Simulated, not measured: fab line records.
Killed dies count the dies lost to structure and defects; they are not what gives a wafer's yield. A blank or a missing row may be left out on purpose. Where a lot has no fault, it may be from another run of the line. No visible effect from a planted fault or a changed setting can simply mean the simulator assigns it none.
Which of the tools did it? -- flow gf180mcu -- 39 wafers sampled from 13 lots at 1 step of a route of 602

== WHAT EACH GAUGE READ, for each wafer ==
GF_M3_OVL_MEAS_15.
lot,measured,on,M3_OVL (nm)
L259,day 22 05:17,overlay-02,3 -4 -7
L260,day 22 14:29,overlay-01,1 4 3
L261,day 23 00:29,overlay-01,10 9 3
L262,day 23 02:31,overlay-02,-3 5 -1
L264,day 24 00:58,overlay-02,2 -5 -4
L266,day 24 13:41,overlay-02,-2 -1 8
L267,day 24 21:32,overlay-01,2 -13 -5
L272,day 26 13:58,overlay-01,2 2 1
L275,day 27 14:19,overlay-02,3 -4 -3
L276,day 28 00:10,overlay-02,-1 3 -3
L277,day 28 03:19,overlay-02,0 0 -2
L278,day 28 05:07,overlay-02,6 5 -7
L279,day 28 09:43,overlay-01,-9 0 -2

== EACH LOT AND THE TOOL THAT RAN IT (in order: tool; ch and the chambers of the sampled wafers; start) ==
The record shows no process step preceding these readings.

== AS READ BY THE TOOLS THEMSELVES (means over the sampled wafers that have a number; for cases with no such wafer, the mark the record gives instead) ==
The record holds no such reading with a usual standard deviation.

== THE ANSWER, worked out from the rows above alone ==
Rule: usual is defined by the lots themselves. Put in order of their means at a reading, lots are off if they are a third of the lots or fewer, leave a main group of 4 or more, and stand apart from it by a gap of 3 or more times the standard deviation of the main group's means; of several such gaps the widest counts. The tables above print the reading to a certain number of digits; a main group whose means all agree to those digits is not used. A lot without any number at a reading at which 4 lots or more have one is off too. Where the step has rows for the other lots, those lots are counted as sound. First the gauges in route order, then the tools' own readings, where a lot's mean is used as printed above. At the first step where some lot is off, the reading lying furthest off is the one used; lots without a number count as furthest.
No lot is off on any of the readings shown, so nothing can be concluded from this.

== WHAT HAD BEEN PUT IN BY THE SIMULATOR ==
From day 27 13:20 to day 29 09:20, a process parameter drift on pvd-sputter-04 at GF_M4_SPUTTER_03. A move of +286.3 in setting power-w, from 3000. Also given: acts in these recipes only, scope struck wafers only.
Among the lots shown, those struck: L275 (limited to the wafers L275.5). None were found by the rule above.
